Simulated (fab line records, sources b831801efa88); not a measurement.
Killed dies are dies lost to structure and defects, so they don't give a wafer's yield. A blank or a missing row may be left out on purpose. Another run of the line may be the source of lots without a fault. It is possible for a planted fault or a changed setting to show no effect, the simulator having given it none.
Which of the tools did it? | flow gf180mcu | 6 lots, 18 wafers sampled, at 3 steps of a route of 602

## WHAT THE GAUGES READ, wafer by wafer
GF_PSD_RS_MEAS_14: measures by four-point-probe.
lot  | measured     | on            | NSD_RS (ohm/sq)
L546 | day 14 07:16 | film_metro-02 | 46.21 46.15 46.15
L548 | day 15 00:26 | film_metro-04 | 46.26 46.13 46.10
L550 | day 15 22:49 | film_metro-03 | 46.05 46.09 46.11
L554 | day 17 07:15 | film_metro-02 | 44.06 44.07 44.12 44.03 44.01 44.08
L559 | day 19 06:24 | film_metro-03 | 46.02 46.02 46.10
L566 | day 21 11:18 | film_metro-04 | 46.14 46.17 46.07

## TOOL THAT RAN EACH LOT (tool first, then ch and the chambers of the sampled wafers, then the start)
lot  | GF_NSD_IMPLANT_09               | GF_NSD_STRIP_11
L546 | implanter-04 ch 0, day 13 09:48 | plasma_asher-04 ch 0,1, day 13 10:04
L548 | implanter-02 ch 0, day 14 01:39 | plasma_asher-04 ch 0,1, day 14 01:55
L550 | implanter-04 ch 0, day 15 00:28 | plasma_asher-04 ch 0,1, day 15 00:46
L554 | implanter-02 ch 0, day 16 08:04 | plasma_asher-03 ch 0,1, day 16 08:45
L559 | implanter-04 ch 0, day 18 05:34 | plasma_asher-04 ch 0,1, day 18 05:52
L566 | implanter-02 ch 0, day 20 10:47 | plasma_asher-04 ch 0,1, day 20 11:05
- GF_NSD_IMPLANT_09
- GF_NSD_STRIP_11: strips in O2/N2.

## THE ANSWER, worked out from the rows above alone
Rule: usual is defined by the lots themselves. Put in order of their means at a reading, lots are off if they are a third of the lots or fewer, leave a main group of 4 or more, and stand apart from it by a gap of 3 or more times the standard deviation of the main group's means; of several such gaps the widest counts. The tables above print the reading to a certain number of digits; a main group whose means all agree to those digits is not used. A lot without any number at a reading at which 4 lots or more have one is off too. The other lots that the step has rows for count as sound.
Off: at GF_PSD_RS_MEAS_14 (NSD_RS), L554. Main group: mean 46.12 ohm/sq, sd 0.047.
If a tool, at a process step before that reading, ran all the lots that are off and no sound lot after the first of them, it fits. Those tools and the gauges at GF_PSD_RS_MEAS_14 are tried in the same way. Can't be told from this: 2 tools fit, plasma_asher-03 at GF_NSD_STRIP_11, film_metro-02 at GF_PSD_RS_MEAS_14.

## WHAT HAD BEEN PUT IN BY THE SIMULATOR
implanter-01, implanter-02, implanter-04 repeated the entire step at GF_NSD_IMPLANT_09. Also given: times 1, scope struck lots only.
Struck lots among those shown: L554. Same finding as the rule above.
